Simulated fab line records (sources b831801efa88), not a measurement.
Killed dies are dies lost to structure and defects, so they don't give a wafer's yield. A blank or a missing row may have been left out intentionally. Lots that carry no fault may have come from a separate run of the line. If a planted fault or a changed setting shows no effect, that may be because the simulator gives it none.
8D (eight disciplines) problem report, filled in by code ; flow sky130 ; the parts of the form that need people (team, actions taken, sign-off) are left out

1. THE ISSUE
Across 4 wafers from 2 lots, CONTACT_CVD_00_THK at SKY_CONTACT_THK_MEAS_01 averages 35.4 nm, while fault-free wafers read 75.1 nm with a standard deviation of 0.87. That puts it -46 standard deviations away from the usual mean.
Seen first at day 31 23:46 on film metro-04, wafer L433.4. The record has a number at this step for 33 wafers belonging to 11 lots. By rule, "out" or "out of limits" means more than 4 standard deviations away from the usual mean. All remaining wafers that have a number are taken as sound.

2. WHAT IT IS AND WHAT IT IS NOT
question;is;is not
which readings at this step;CONTACT_CVD_00_THK;-
which lots;L433, L434;L430, L435, L443, L446, L447, L450, L451, L452, L453
which wafers of those lots;L433.4, L433.6, L434.3, L434.4;L433.5, L434.2
read on which gauges;film metro-03, film metro-04;film metro-02
when;from day 31 23:46;"up to then (4 sound wafers); but 25 sound wafers of L434, L435, L443, L446, L447, L450, L451, L452, L453 came after"

3. SUSPECTS, AND WHAT RULES EACH OUT
Counting: any tool at a process step up to the reading remains a suspect provided it ran every lot that is out. Sound lots after the first of them don't rule it out here, since some wafers of a struck lot are sound.
- the gauge at SKY_CONTACT_THK_MEAS_01 is ruled out. The wafers that are out were read on 2 gauges (film metro-03, film metro-04).
- plasma asher-04 at SKY_LOCAL_INTERCONNECT_STRIP_15 (strips in O2/N2): kept. It ran every lot that is out, first L433 (day 31 23:08).
- pecvd-02 at SKY_CONTACT_CVD_00 (deposits Si3N4, target thk 75 nm): kept. Every lot that is out went through it, the first being L433 (day 31 23:43); the last sound lot it ran before that was L430 (day 30 20:49).
Left after counting: plasma asher-04 at SKY_LOCAL_INTERCONNECT_STRIP_15, pecvd-02 at SKY_CONTACT_CVD_00.

4. THE CAUSE (what the simulator had put in)
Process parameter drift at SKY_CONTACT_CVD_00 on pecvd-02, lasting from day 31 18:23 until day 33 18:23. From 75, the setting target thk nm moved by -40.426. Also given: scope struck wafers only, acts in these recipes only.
This tool is one of the 2 suspects left after counting.

5. SEQUENCE OF EFFECTS, ordered by route
Rows list readings where the struck wafers' mean (over those with a number) sits beyond 3 standard deviations from the usual. Scope: only readings with a usual standard deviation given in the record; hours: median across lots of the time from each lot's start at the first step in this table that gives one to its start at this step; sigmas: change in usual standard deviations.
hours;step;reading;usual;on struck wafers;change;sigmas
0;SKY_CONTACT_THK_MEAS_01;CONTACT_CVD_00_THK;75.1 nm;35.4;-39.7;-46
-;SKY_CONTACT_ETCH_18;oes product au;0.855 a.u.;0.597;-0.258;-38
-;SKY_CONTACT_ETCH_18;throttle valve pct;8.794 %;8.734;-0.060;-6.5
Here are the process steps it includes:
- SKY_CONTACT_ETCH_18: etches Si3N4 in CHF3/O2, stops on TiN, time 39 s, target depth 75 nm.
At these later measuring or inspecting steps, every struck wafer for which the step has a row has a number for every such reading, and none has moved that far: SKY_CONTACT_OVL_MEAS_15.

6. HOW IT WOULD HAVE BEEN CAUGHT EARLIER
Counted from the fault's start at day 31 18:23, it took 5 hours until the first out-of-limits reading at a measuring or inspecting step in this record, taken at day 31 23:46.
An alarm limit of 4 standard deviations would not have fired on the tool readings at SKY_CONTACT_CVD_00 for which the record gives a usual standard deviation, since none of them was out on any struck wafer.
Among the 2 lots that are out, L434 began SKY_CONTACT_CVD_00 on pecvd-02 after day 31 23:46. Putting the tool on hold at that point would have spared it.
